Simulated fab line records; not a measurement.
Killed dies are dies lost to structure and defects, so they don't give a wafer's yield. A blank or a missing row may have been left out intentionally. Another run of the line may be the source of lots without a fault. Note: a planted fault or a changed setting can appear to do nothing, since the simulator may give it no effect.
fab line records	flow sfq-line
record lots=6	wafers=18	last-day=95
route steps=325 shown I6@270 M7@281 I7@296 M8@311
lots untouched by any fault: they come from a run of this same line in which no faults occurred
start-h: the number of hours between the record's first day and the start of the first shown wafer of the lot	wait-h: hours since the lot's step before	" unchanged from the row above	L1.1+2: a single row standing in for several wafers	- no value present, or no start provided	* or withheld: withheld	< > ~ a bound
route shown NAME@n: a module of which the file shows steps, and the number in the route of the first	usual: mean and standard deviation over wafers with no fault	same: alike in all rows	chamber/n: place in a boat	sites: readings site by site	_std_site: how widely they spread, as a standard deviation	_edge_site: the outer-site mean with the inner-site mean subtracted	radius-mm: for every site, how far away it sits from the centre of the wafer	mask NAME#n: copy n	behind: tool/chamber where the wafer was last shaped	hold: why the lot was held/for how many hours/how that ended	device: the transistor (n, p or np) that didn't switch	end of line: tests of these same wafers at the route's end	a step with no rows: only its recipe	killed: dies lost to structure and defects at the first sort, not the wafer's yield	map: dies across one wafer; x = killed, . = not, _ = none there
set.NAME: setting as actually run; set.NAME@STEP: the setting as run at that earlier step	model.NAME: the simulator's own value behind a step, which no gauge read
a table for each step, a row for each wafer; lots at some steps of the route
services: from which hour (start-h, from the record's first day; less than 0 if before it) a tool's chamber was out of use, for how many hours, and why
## steps
# step SFQ_TRILAYER_I6_VIA_LITHO_COAT_174
# recipe resist=BARC	spin-rpm=3000	resist-thk-nm=62
# step SFQ_TRILAYER_I6_VIA_LITHO_COAT_169
# recipe resist=KrF	spin-rpm=3000	resist-thk-nm=650
# step SFQ_TRILAYER_I6_VIA_LITHO_SOFTBAKE_173
# recipe temp-c=withheld	time-s=withheld	resist=KrF
# step SFQ_TRILAYER_I6_VIA_LITHO_EXPOSE_170
# recipe mask-id=I6	na=0.6	source-shape=conventional	sigma-outer=0.65	target-cd-nm=700	dose-mj=21.3
# step SFQ_TRILAYER_I6_VIA_LITHO_PEB_172
# recipe peb-temp-c=115	peb-time-s=60	resist=KrF
# step SFQ_TRILAYER_I6_VIA_LITHO_DEVELOP_171
# recipe time-s=60	resist=KrF
# step SFQ_I6_OVL_MEAS_942
# usual I6_OVL=-8/5.5
lot.wafer	tool	chamber	start-h	wait-h	I6_OVL[nm]
L139.1	overlay-02	-	1917.10	0.1	-4
L139.2	"	-	"	"	-5
L139.3	"	-	"	"	-6
L146.2	overlay-01	-	1967.83	0.1	-6
L146.5	"	-	"	"	-7
L146.6	"	-	"	"	-3
L149.3	overlay-01	-	1984.63	0.1	-12
L149.4	"	-	"	"	-13
L149.5	"	-	"	"	-11
L150.1	overlay-01	-	1990.62	0.1	-12
L150.5	"	-	"	"	-4
L150.6	"	-	"	"	-7
L151.2	overlay-01	-	1993.03	0.1	-17
L151.3	"	-	"	"	-9
L151.4	"	-	"	"	-13
L156.2	overlay-01	-	2023.03	0.1	-10
L156.4	"	-	"	"	-7
L156.5	"	-	"	"	-4
# step SFQ_TRILAYER_I6_VIA_BARC_OPEN_VIA_ETCH_235
# recipe mask-material=PR	chemistry=O2	target-depth-nm=125	target=BARC	source-w=500	bias-w=80	pressure-mtorr=30	time-s=41.7
# step SFQ_TRILAYER_I6_VIA_ETCH_VIA_ETCH_172
# recipe target=SiO2	stop-on=Nb	mask-material=PR	taper-deg=20	chemistry=CHF3	target-depth-nm=260	source-w=500	bias-w=80	pressure-mtorr=30	time-s=withheld
# step SFQ_TRILAYER_I6_VIA_STRIP_STRIP_173
# recipe gas=O2	power-w=200	platen-temp-c=40	overash-fraction=0.65	chemistry=O2	pressure-mtorr=50
# usual drypump-motor-current-A=5.8/0.42	oes-product-au=1.001/0.0084
lot.wafer	tool	chamber	start-h	wait-h	drypump-motor-current-A	oes-product-au	rf-hours-counter-h
L139.1	rie-metal-02	1	1917.29	-	6.3	1.006	55
L139.2	"	0	"	"	5.4	0.994	117
L139.3	"	0	"	"	5.4	1.008	-
L146.2	rie-metal-03	1	1968.01	-	5.3	0.990	87
L146.5	"	0	"	"	5.4	1.003	-
L146.6	"	1	"	"	5.3	0.990	-
L149.3	rie-metal-03	1	1985.01	-	5.3	0.997	-
L149.4	"	0	"	"	5.4	1.006	-
L149.5	"	0	"	"	5.4	1.003	-
L150.1	rie-metal-02	0	1990.81	-	5.4	0.991	130
L150.5	"	0	"	"	5.4	1.000	-
L150.6	"	1	"	"	6.3	1.002	-
L151.2	rie-metal-04	0	1993.21	-	6.2	1.007	5
L151.3	"	0	"	"	6.2	1.003	-
L151.4	"	1	"	"	6.1	1.002	-
L156.2	rie-metal-04	1	2023.21	-	6.0	1.001	42
L156.4	"	0	"	"	6.3	1.012	-
L156.5	"	0	"	"	6.3	1.010	-
# step SFQ_TRILAYER_I6_VIA_STRIP_SOLV_CLEAN_174
# recipe chemistry=NMP	temp-c=70	time-s=600
# step SFQ_TRILAYER_M7_DEP_PRE_CLEAN_176
# recipe gas=Ar	time-s=22.5	bias-v=250
# step SFQ_TRILAYER_M7_DEP_SPUTTER_175
# recipe material=Nb	base-pressure-pa=1.33e-06	chamber-pressure-pa=0.1333	substrate-temp-c=20	target-thk-nm=200	power-w=2000	time-s=133.3
# usual base-pressure-pa=1.33e-06/8.6e-08	throttle-valve-pct=30.0/1.3
lot.wafer	tool	chamber	start-h	wait-h	base-pressure-pa	throttle-valve-pct	model.Nb_of_TRILAYER_M7_DEP_SPUTTER_175.thk-nm
L139.1	pvd-sputter-04	-	1918.09	0.0	1.37e-06	31.4	199.6
L139.2	"	-	"	"	1.4e-06	30.7	201.6
L139.3	"	-	"	"	1.24e-06	31.1	199.2
L146.2	pvd-sputter-06	-	1968.82	0.0	1.34e-06	30.2	199.5
L146.5	"	-	"	"	1.36e-06	30.3	199.2
L146.6	"	-	"	"	1.33e-06	29.3	200.2
L149.3	pvd-sputter-06	-	1985.62	0.0	1.66e-06	27.1	201.2
L149.4	"	-	"	"	1.27e-06	30.8	202
L149.5	"	-	"	"	1.4e-06	29.5	119
L150.1	pvd-sputter-03	-	1991.62	0.0	1.26e-06	28.6	199.3
L150.5	"	-	"	"	1.35e-06	29.5	201.6
L150.6	"	-	"	"	1.37e-06	30.4	202
L151.2	pvd-sputter-06	-	1994.02	0.0	1.31e-06	30.2	115.2
L151.3	"	-	"	"	1.34e-06	29.3	198
L151.4	"	-	"	"	1.04e-06	26.8	199.3
L156.2	pvd-sputter-03	-	2024.02	0.0	1.32e-06	29.4	202.5
L156.4	"	-	"	"	1.31e-06	30.9	201.2
L156.5	"	-	"	"	1.33e-06	31.4	203.2
# step SFQ_M7_RS_MEAS_943
# recipe thk-meas-gauge=four-point-probe	reads=Nb_of_TRILAYER_M7_DEP_SPUTTER_175
# usual M7_NB_RS=0.888/0.0085
lot.wafer	tool	chamber	start-h	wait-h	hold	M7_NB_RS[ohm/sq]
L139.1	film-metro-02	-	1918.18	0.0	-	0.893
L139.2	"	-	"	"	-	0.883
L139.3	"	-	"	"	-	0.896
L146.2	film-metro-04	-	1968.93	0.1	-	0.893
L146.5	"	-	"	"	-	0.893
L146.6	"	-	"	"	-	0.890
L149.3	film-metro-04	-	1985.75	0.1	await-dispo/0.2h/release	0.884
L149.4	"	-	"	"	await-dispo/0.2h/release	0.880
L149.5	"	-	"	"	await-dispo/0.2h/release	1.506
L149.3	film-metro-04	-	1986.03	0.3	-	0.884
L149.4	"	-	"	"	-	0.882
L149.5	"	-	"	"	-	1.505
L150.1	film-metro-01	-	1991.71	0.0	-	0.891
L150.5	"	-	"	"	-	0.881
L150.6	"	-	"	"	-	0.881
L151.2	film-metro-02	-	1994.13	0.1	await-dispo/0.2h/release	1.562
L151.3	"	-	"	"	await-dispo/0.2h/release	0.901
L151.4	"	-	"	"	await-dispo/0.2h/release	0.893
L151.2	film-metro-02	-	1994.41	0.3	-	1.558
L151.3	"	-	"	"	-	0.898
L151.4	"	-	"	"	-	0.893
L156.2	film-metro-04	-	2024.13	0.1	-	0.879
L156.4	"	-	"	"	-	0.884
L156.5	"	-	"	"	-	0.877
# step SFQ_TRILAYER_M7_LITHO_COAT_177
# recipe resist=KrF	spin-rpm=3000	resist-thk-nm=600
# step SFQ_TRILAYER_M7_LITHO_SOFTBAKE_181
# recipe temp-c=withheld	time-s=withheld	resist=KrF
# step SFQ_TRILAYER_M7_LITHO_EXPOSE_178
# recipe mask-id=M7	na=0.6	source-shape=conventional	sigma-outer=0.65	target-cd-nm=500	dose-mj=14.4
# step SFQ_TRILAYER_M7_LITHO_PEB_180
# recipe peb-temp-c=115	peb-time-s=60	resist=KrF
# step SFQ_TRILAYER_M7_LITHO_DEVELOP_179
# recipe time-s=60	resist=KrF
# step SFQ_M7_OVL_MEAS_945
# usual M7_OVL=3/6.4
lot.wafer	tool	chamber	start-h	wait-h	M7_OVL[nm]
L139.1	overlay-02	-	2006.02	0.1	8
L139.2	"	-	"	"	7
L139.3	"	-	"	"	8
L146.2	overlay-01	-	2037.38	0.1	0
L146.5	"	-	"	"	-4
L146.6	"	-	"	"	-4
L149.3	overlay-01	-	2052.99	0.1	13
L149.4	"	-	"	"	12
L149.5	"	-	"	"	13
L150.1	overlay-01	-	2060.17	0.1	9
L150.5	"	-	"	"	11
L150.6	"	-	"	"	7
L151.2	overlay-01	-	2063.78	0.1	6
L151.3	"	-	"	"	7
L151.4	"	-	"	"	1
L156.2	overlay-01	-	2098.36	0.1	-11
L156.4	"	-	"	"	-7
L156.5	"	-	"	"	-12
# step SFQ_TRILAYER_M7_BARC_OPEN_METAL_ETCH_229
# recipe mask-material=PR	chemistry=O2	target-depth-nm=125	target=BARC	icp-w=600	bias-w=80	pressure-mtorr=10	time-s=41.7
# step SFQ_TRILAYER_M7_ETCH_METAL_ETCH_180
# recipe target=Nb	stop-on=SiO2	mask-material=PR	chemistry=Cl2/Ar	target-depth-nm=240	icp-w=600	bias-w=80	pressure-mtorr=10	time-s=120
# usual drypump-motor-current-A=5.6/0.35	oes-product-au=0.895/0.0065
lot.wafer	tool	chamber	start-h	wait-h	drypump-motor-current-A	oes-product-au	rf-hours-counter-h
L139.1	rie-metal-02	0	2006.12	0.0	5.4	0.891	133
L139.2	"	1	"	"	6.2	0.895	72
L139.3	"	1	"	"	6.3	0.894	-
L146.2	rie-metal-01	1	2037.47	0.0	5.5	0.898	20
L146.5	"	0	"	"	5.9	0.892	-
L146.6	"	1	"	"	5.5	0.894	-
L149.3	rie-metal-03	1	2053.11	0.1	5.3	0.895	-
L149.4	"	0	"	"	5.3	0.899	-
L149.5	"	1	"	"	5.3	0.680	-
L150.1	rie-metal-02	0	2060.27	0.0	5.4	0.889	144
L150.5	"	1	"	"	6.2	0.901	-
L150.6	"	0	"	"	5.4	0.902	-
L151.2	rie-metal-01	0	2063.87	0.0	5.9	0.678	13
L151.3	"	0	"	"	5.9	0.887	-
L151.4	"	1	"	"	5.4	0.894	-
L156.2	rie-metal-02	1	2098.45	0.0	6.2	0.900	90
L156.4	"	1	"	"	6.3	0.901	-
L156.5	"	0	"	"	5.4	0.909	-
# step SFQ_TRILAYER_M7_STRIP_STRIP_181
# recipe gas=O2	power-w=200	platen-temp-c=40	overash-fraction=0.65	chemistry=O2	pressure-mtorr=50
# step SFQ_TRILAYER_M7_STRIP_SOLV_CLEAN_182
# recipe chemistry=NMP	temp-c=70	time-s=600
# step SFQ_TRILAYER_I7_DEP_PECVD_183
# recipe material=SiO2	temp-c=150	time-s=111.11	pressure-torr=2.4	rf-w=183.3	precursor=SiH4/N2O	target-thk-nm=500
# usual heater-power-w=80/11	throttle-valve-pct=24.4/1.5
lot.wafer	tool	chamber	start-h	wait-h	heater-power-w	throttle-valve-pct
L139.1	pecvd-04	2	2007.04	0.0	71	23.8
L139.2	"	0	"	"	91	23.4
L139.3	"	1	"	"	96	23.7
L146.2	pecvd-01	2	2038.37	0.0	78	26.0
L146.5	"	0	"	"	75	28.0
L146.6	"	2	"	"	82	26.1
L149.3	pecvd-02	1	2053.97	0.0	74	26.0
L149.4	"	2	"	"	93	25.1
L149.5	"	1	"	"	79	25.9
L150.1	pecvd-04	1	2061.19	0.0	96	23.9
L150.5	"	2	"	"	73	23.8
L150.6	"	0	"	"	74	23.4
L151.2	pecvd-04	0	2064.77	0.0	89	23.4
L151.3	"	1	"	"	95	24.1
L151.4	"	1	"	"	98	23.7
L156.2	pecvd-04	2	2099.35	0.0	74	24.4
L156.4	"	0	"	"	75	23.5
L156.5	"	1	"	"	97	24.0
# step SFQ_TRILAYER_I7_CMP_CMP_184
# recipe material=SiO2	down-force-psi=3	platen-rpm=60	pad-velocity-m-s=0.94248
# usual motor-current-A=10.0/0.98	retaining-ring-pressure-frac=1.000/0.005	time-to-endpoint-s=216/8.9
lot.wafer	tool	chamber	start-h	wait-h	motor-current-A	retaining-ring-pressure-frac	time-to-endpoint-s
L139.1	cmp-02	2	2012.14	5.1	9.3	0.995	218
L139.2	"	3	"	"	11.1	1.006	222
L139.3	"	0	"	"	9.8	0.997	220
L146.2	cmp-01	0	2044.28	5.9	10.4	1.007	218
L146.5	"	2	2045.28	6.8	10.2	0.992	202
L146.6	"	3	"	"	9.0	0.999	218
L149.4	cmp-01	0	2058.78	4.7	10.6	1.009	221
L149.3	"	1	"	"	10.9	1.006	214
L149.5	"	3	2060.28	6.2	9.5	1.003	213
L150.1	cmp-02	2	2063.64	2.4	9.0	1.005	217
L150.5	"	1	2065.14	3.9	8.4	0.991	222
L150.6	"	2	"	"	9.3	1.006	227
L151.3	cmp-02	1	2066.14	1.3	8.7	1.001	214
L151.4	"	2	"	"	8.6	1.000	217
L151.2	"	3	"	"	11.5	0.999	208
L156.2	cmp-01	3	2107.65	8.3	9.1	1.004	197
L156.4	"	1	2108.65	9.2	10.9	1.005	209
L156.5	"	3	2109.65	10.2	9.8	0.997	217
# step SFQ_I7_BOW_MEAS_946
# recipe mode=bow
# usual I7_BOW=7/12
lot.wafer	tool	chamber	start-h	wait-h	I7_BOW[um]
L139.1	film-metro-02	-	2015.14	2.5	32
L139.2	"	-	"	"	15
L139.3	"	-	"	"	24
L146.2	film-metro-03	-	2046.30	1.5	5
L146.5	"	-	"	"	-1
L146.6	"	-	"	"	5
L149.3	film-metro-02	-	2061.32	1.5	11
L149.4	"	-	"	"	-15
L149.5	"	-	"	"	-11
L150.1	film-metro-04	-	2066.14	2.0	11
L150.5	"	-	"	"	0
L150.6	"	-	"	"	6
L151.2	film-metro-02	-	2069.16	1.5	3
L151.3	"	-	"	"	10
L151.4	"	-	"	"	24
L156.2	film-metro-03	-	2110.67	2.5	1
L156.4	"	-	"	"	-12
L156.5	"	-	"	"	2
# step SFQ_TRILAYER_I7_METRO_MEASURE_185
# step SFQ_TRILAYER_I7_VIA_LITHO_COAT_192
# recipe resist=BARC	spin-rpm=3000	resist-thk-nm=62
# step SFQ_TRILAYER_I7_VIA_LITHO_COAT_187
# recipe resist=KrF	spin-rpm=3000	resist-thk-nm=650
# step SFQ_TRILAYER_I7_VIA_LITHO_SOFTBAKE_191
# recipe temp-c=withheld	time-s=withheld	resist=KrF
# step SFQ_TRILAYER_I7_VIA_LITHO_EXPOSE_188
# recipe mask-id=I7	na=0.6	source-shape=conventional	sigma-outer=0.65	target-cd-nm=1000	dose-mj=21.3
# step SFQ_TRILAYER_I7_VIA_LITHO_PEB_190
# recipe peb-temp-c=115	peb-time-s=60	resist=KrF
# step SFQ_TRILAYER_I7_VIA_LITHO_DEVELOP_189
# recipe time-s=60	resist=KrF
# step SFQ_I7_OVL_MEAS_947
# usual I7_OVL=1/6
lot.wafer	tool	chamber	start-h	wait-h	I7_OVL[nm]
L139.1	overlay-02	-	2087.55	0.1	6
L139.2	"	-	"	"	3
L139.3	"	-	"	"	5
L146.2	overlay-01	-	2125.96	0.1	-7
L146.5	"	-	"	"	-5
L146.6	"	-	"	"	-5
L149.3	overlay-02	-	2142.89	0.1	4
L149.4	"	-	"	"	2
L149.5	"	-	"	"	4
L150.1	overlay-01	-	2150.24	0.1	3
L150.5	"	-	"	"	-4
L150.6	"	-	"	"	5
L151.2	overlay-01	-	2155.05	0.1	-1
L151.3	"	-	"	"	-8
L151.4	"	-	"	"	-5
L156.2	overlay-02	-	2191.05	0.1	-9
L156.4	"	-	"	"	-3
L156.5	"	-	"	"	0
# step SFQ_TRILAYER_I7_VIA_BARC_OPEN_VIA_ETCH_260
# recipe mask-material=PR	chemistry=O2	target-depth-nm=125	target=BARC	source-w=500	bias-w=80	pressure-mtorr=30	time-s=41.7
# step SFQ_TRILAYER_I7_VIA_ETCH_VIA_ETCH_190
# recipe target=SiO2	stop-on=Nb	mask-material=PR	taper-deg=20	chemistry=CHF3	target-depth-nm=260	source-w=500	bias-w=80	pressure-mtorr=30	time-s=withheld
# usual drypump-motor-current-A=5.65/0.28	oes-product-au=0.855/0.0056
lot.wafer	tool	chamber	start-h	wait-h	drypump-motor-current-A	oes-product-au
L139.1	rie-diel-01	2	2087.63	0.0	6.03	0.859
L139.2	"	0	"	"	5.37	0.860
L139.3	"	3	"	"	5.66	0.851
L146.2	rie-diel-02	2	2126.03	0.0	5.12	0.857
L146.5	"	2	"	"	5.10	0.856
L146.6	"	3	"	"	6.02	0.857
L149.3	rie-diel-03	3	2142.95	0.0	5.93	0.858
L149.4	"	1	"	"	5.71	0.860
L149.5	"	1	"	"	5.72	0.859
L150.1	rie-diel-03	0	2150.32	0.0	5.65	0.855
L150.5	"	3	"	"	5.91	0.858
L150.6	"	2	"	"	5.52	0.852
L151.2	rie-diel-02	0	2155.12	0.0	5.61	0.855
L151.3	"	1	"	"	5.92	0.857
L151.4	"	2	"	"	5.11	0.866
L156.2	rie-diel-03	3	2191.12	0.0	5.90	0.852
L156.4	"	0	"	"	5.65	0.857
L156.5	"	0	"	"	5.67	0.857
# step SFQ_TRILAYER_I7_VIA_STRIP_STRIP_191
# recipe gas=O2	power-w=200	platen-temp-c=40	overash-fraction=0.65	chemistry=O2	pressure-mtorr=50
# usual drypump-motor-current-A=5.7/0.37	oes-product-au=1.003/0.0096
lot.wafer	tool	chamber	start-h	wait-h	drypump-motor-current-A	oes-product-au	rf-hours-counter-h
L139.1	rie-metal-03	0	2087.74	-	5.4	0.993	120
L139.2	"	1	"	"	5.3	0.989	105
L139.3	"	1	"	"	5.3	0.984	-
L146.2	rie-metal-04	0	2126.14	-	6.2	0.998	24
L146.5	"	0	"	"	6.2	1.012	-
L146.6	"	1	"	"	6.1	0.989	-
L149.3	rie-metal-01	1	2143.27	-	5.4	1.016	-
L149.4	"	0	"	"	5.9	0.997	-
L149.5	"	0	"	"	5.9	0.994	-
L150.1	rie-metal-04	0	2150.43	-	6.2	1.004	26
L150.5	"	0	"	"	6.2	1.009	-
L150.6	"	1	"	"	6.1	1.001	-
L151.2	rie-metal-01	1	2155.23	-	5.5	1.010	37
L151.3	"	0	"	"	5.9	1.001	-
L151.4	"	1	"	"	5.5	1.014	-
L156.2	rie-metal-03	1	2191.23	-	5.3	0.992	117
L156.4	"	0	"	"	5.4	0.986	-
L156.5	"	1	"	"	5.3	0.987	-
# step SFQ_TRILAYER_I7_VIA_STRIP_SOLV_CLEAN_192
# recipe chemistry=NMP	temp-c=70	time-s=600
# step SFQ_TRILAYER_M8_LITHO_LOR_COAT_197
# recipe resist=lift-off	spin-rpm=3000
# step SFQ_M8_BOW_MEAS_951
# recipe mode=bow
# usual M8_BOW=8/12
lot.wafer	tool	chamber	start-h	wait-h	M8_BOW[um]	model.etest.m7.ohm-um	model.etest.i6.link-ohm	model.etest.i7.link-ohm	model.etest.m7.ohm-sq
L139.1	film-metro-03	-	2092.46	0.0	33	1.795	1.875	1.048	0.8915
L139.2	"	-	"	"	16	1.755	1.87	1.042	0.8829
L139.3	"	-	"	"	23	1.775	1.879	1.052	0.8935
L146.2	film-metro-03	-	2130.86	0.0	6	1.782	1.87	1.052	0.8923
L146.5	"	-	"	"	0	1.794	1.874	1.055	0.8936
L146.6	"	-	"	"	7	1.774	1.874	1.049	0.8889
L149.3	film-metro-01	-	2147.81	0.0	12	1.772	1.857	1.044	0.8847
L149.4	"	-	"	"	-15	1.772	1.849	1.042	0.8813
L149.5	"	-	"	"	-10	3.007	2.53	1.658	1.496
L150.1	film-metro-04	-	2218.99	0.0	13	1.792	1.881	1.054	0.8929
L150.5	"	-	"	"	2	1.754	1.884	1.041	0.8827
L150.6	"	-	"	"	8	1.769	1.865	1.042	0.8811
L151.2	film-metro-04	-	2225.44	0.0	3	3.091	2.581	1.708	1.546
L151.3	"	-	"	"	12	1.795	1.876	1.061	0.899
L151.4	"	-	"	"	25	1.777	1.865	1.054	0.8933
L156.2	film-metro-01	-	2272.63	0.0	1	1.748	1.861	1.041	0.8789
L156.4	"	-	"	"	-14	1.769	1.866	1.046	0.8848
L156.5	"	-	"	"	1	1.761	1.848	1.038	0.876
## services
tool	chamber	start-h	hours	kind
rie-diel-03	2	1894.72	13.3	repair
cmp-02	-	1894.74	6.9	pm
cmp-01	-	1897.85	0.8	repair
cmp-01	-	1910.09	2.3	repair
cmp-02	-	1933.74	2.6	repair
cmp-02	-	1940.57	6.3	pm
cmp-01	-	1950.15	4.0	pm
rie-diel-03	2	1966.91	16.5	repair
cmp-01	-	1974.11	0.8	repair
cmp-01	-	1974.89	6.6	pm
rie-metal-01	-	1979.37	2.8	pm
cmp-02	-	2000.46	2.7	repair
rie-metal-03	1	2006.65	2.2	repair
rie-metal-04	-	2010.27	0.1	repair
cmp-01	-	2015.16	0.5	repair
pecvd-04	1	2045.83	2.4	repair
rie-metal-02	-	2067.98	1.4	repair
pecvd-04	2	2069.58	9.5	repair
pecvd-04	-	2071.04	2.2	repair
rie-metal-04	-	2111.02	1.4	pm
pecvd-04	0	2135.25	24.7	repair
rie-metal-02	-	2137.86	28.1	pm
pecvd-04	2	2140.00	15.0	repair
rie-metal-02	-	2165.96	2.8	pm
## key
first-sign step=SFQ_M7_RS_MEAS_943	reading=visit	direction=added
effect step=SFQ_M7_RS_MEAS_943	reading=M7_NB_RS	direction=up	sigmas=76	usual=0.888	struck=1.534
effect step=SFQ_TRILAYER_M7_ETCH_METAL_ETCH_180	reading=oes-product-au	direction=down	sigmas=33	usual=0.895	struck=0.679
model-effect step=SFQ_TRILAYER_M7_DEP_SPUTTER_175	value=Nb_of_TRILAYER_M7_DEP_SPUTTER_175.thk-nm	without=199.4	struck=117.1
model-effect step=SFQ_M8_BOW_MEAS_951	value=etest.m7.ohm-um	without=1.79	struck=3.049
met-at SFQ_TRILAYER_M7_DEP_SPUTTER_175
struck-wafers L149.5,L151.2
onset-between 1968.82 1985.62
fault kind=process-parameter-drift	tool=pvd-sputter-06	chamber=-	onset-h=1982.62	steps=SFQ_TRILAYER_M7_DEP_SPUTTER_175	channel=target-thk-nm	offset=-82.357	shape=step	end-h=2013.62	scope=struck-wafers-only	acts-in=these-recipes-only	stated=200
